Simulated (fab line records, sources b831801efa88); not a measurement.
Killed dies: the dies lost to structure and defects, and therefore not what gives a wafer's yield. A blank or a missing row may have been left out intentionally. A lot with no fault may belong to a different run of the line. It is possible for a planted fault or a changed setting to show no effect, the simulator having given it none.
Matching of chambers ; flow gf180mcu ; GF_PASSIVATION_CVD_02 on pecvd-01: 3 sister chambers
The step deposits Si3N4, target thk 700 nm, time 486.18 s. 3 wafers are shown with their chamber, then 11 later ones without.

## WAFERS PAIRED WITH THEIR CHAMBERS
wafer;chamber;heater_power_w (W)
L091.1;1;836
L091.5;0;740
L094.1;2;684

## WAFERS WITHOUT THEIR CHAMBER
wafer;heater_power_w (W)
L094.2;698
L094.4;711
L095.1;720
L095.2;661
L095.3;762
L095.4;714
L095.5;796
L095.6;762
L097.4;754
L097.5;750
L097.6;672

## EACH ONE'S CHAMBER
wafer;from the rows above;in truth
L094.2;can't be placed: 2 or 0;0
L094.4;can't be placed: 2 or 0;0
L095.1;can't be placed: 0 or 2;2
L095.2;2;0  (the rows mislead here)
L095.3;0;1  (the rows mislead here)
L095.4;can't be placed: 0 or 2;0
L095.5;can't be placed: 1 or 0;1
L095.6;0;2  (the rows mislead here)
L097.4;0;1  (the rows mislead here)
L097.5;0;0
L097.6;2;2
Correctly placed: 2 of 11. Unplaceable from these rows: 5, with the true chamber sitting among the candidates in 5. Placed wrongly: 4.
How it was worked out, from the rows above alone: a wafer's distance from a chamber is the root of the sum, over the readings, of the square of ((its reading less the chamber's mean) divided by the reading's scatter). If the next closest chamber is less than 2 further off than the closest, the wafer can't be placed; otherwise it belongs to the closest. A chamber's mean is the mean of its shown wafers. The scatter: root of mean squared gap, hidden wafer to nearest shown wafer, with one shown wafer a chamber.
